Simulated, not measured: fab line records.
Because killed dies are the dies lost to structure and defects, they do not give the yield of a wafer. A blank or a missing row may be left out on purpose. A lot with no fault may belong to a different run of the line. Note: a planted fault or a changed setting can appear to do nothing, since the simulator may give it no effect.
A lot that was struck, set against a sound lot -- flow sky130 -- 15 out of 708 route steps
Sound: these wafers, L249.4, L249.5, L249.6. Struck: wafers L261.3, L261.5, L261.6. The cause is given at the end.
Per side, at each step with rows, come the tool, then ch with its chambers, and then its first start. Under that, the readings that differ: sound wafers -- struck wafers -- difference of the means -- sigmas: that difference in standard deviations of wafers without a fault.
alike: same words and numbers on both sides, and readings whose means sit less than 2 such deviations apart. not compared: any withheld reading, any reading some wafer has no value for, any bound like >300 that may hide the same value, and any number with overlapping values for which the record gives no deviation.
Wherever a step has rows on one side only, a row that says differs or no value, or a row with sigmas, the two part there. When numbers do not overlap yet have no deviation, they are printed without sigmas and do not part them. A reading missing from all wafers of one side parts the sides only when that side holds two or more wafers.

SKY_LDD_HVN_OVL_MEAS_07:
  sound on overlay-01, day 20 11:37; struck on overlay-02, day 25 13:22
  alike: LDD_HVN_OVL
following that, these wafers have no rows for 1 step: SKY_LDD_HVN_IMPLANT_08.
SKY_LDD_HVN_STRIP_09: strips in O2/N2.
  sound on plasma asher-02 ch 0,1, day 20 11:49; struck on plasma asher-03 ch 0,1, day 25 13:34
  alike: drypump motor current A, oes product au, strip time to endpoint s
  not compared: rf hours counter h
SKY_LDD_HVN_TW_MEAS_10:
  sound on film metro-01, day 20 11:55; struck on film metro-04, day 25 13:40
  alike: LDD_HVN_TW
then, 7 steps without rows for these wafers: SKY_LDD_HVP_DEHYDRATE_00 (time 60 s); SKY_LDD_HVP_HMDS_01 (prime time 60 s); SKY_LDD_HVP_COAT_02 (resist thk 300 nm); SKY_LDD_HVP_SOFTBAKE_03 (time 60 s); SKY_LDD_HVP_EXPOSE_04 (exposes mask HVPTM, target cd 700 nm); SKY_LDD_HVP_PEB_05; SKY_LDD_HVP_DEVELOP_06 (develop time 60 s).
SKY_LDD_HVP_OVL_MEAS_07:
  sound on overlay-01, day 21 19:10; struck on overlay-01, day 26 18:40
  alike: LDD_HVP_OVL
SKY_LDD_HVP_IMPLANT_08:
  sound on implanter-04 ch 0, day 21 19:16; struck on implanter-04 ch 0, day 26 18:51
reading,sound,struck,difference,sigmas
dose ions cm2,1.703e+13 1.7041e+13 1.7027e+13,1.7973e+13 1.7978e+13 1.7971e+13,+9.4133e+11,+55
SKY_LDD_HVP_STRIP_09: strips in O2/N2.
  sound on plasma asher-01 ch 0,1, day 21 19:22; struck on plasma asher-01 ch 0,1, day 26 18:59
  alike: drypump motor current A, oes product au, strip time to endpoint s
  not compared: rf hours counter h
-- here the record skips 22 days between the struck wafers' starts before and after, leaving off in module LDD_HVP and picking up in module PAD_OPEN (first step shown: number 708 of the route) --
SKY_PAD_OPEN_PROBE_99:
  sound on prober-02, day 46 00:58; struck on prober-01, day 49 06:33
reading,sound,struck,difference,sigmas
model.etest.tip_p_5v.rs ohm sq,2846 2843 2858,2725 2762 2767,-98,
  alike: killed_at_M0_to_M3, killed_at_M4_up, killed at contacts, killed at front end, killed at other, killed dies, killed open, killed short

WHERE THEY PART
At SKY_LDD_HVP_IMPLANT_08 and nowhere else, as far as this record goes. Later steps at which nothing parts them and some readings are alike: SKY_LDD_HVP_STRIP_09, SKY_PAD_OPEN_PROBE_99.

WHY: whatever the simulator had introduced
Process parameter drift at SKY_LDD_HVP_IMPLANT_08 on implanter-04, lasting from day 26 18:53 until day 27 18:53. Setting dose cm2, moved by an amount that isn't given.
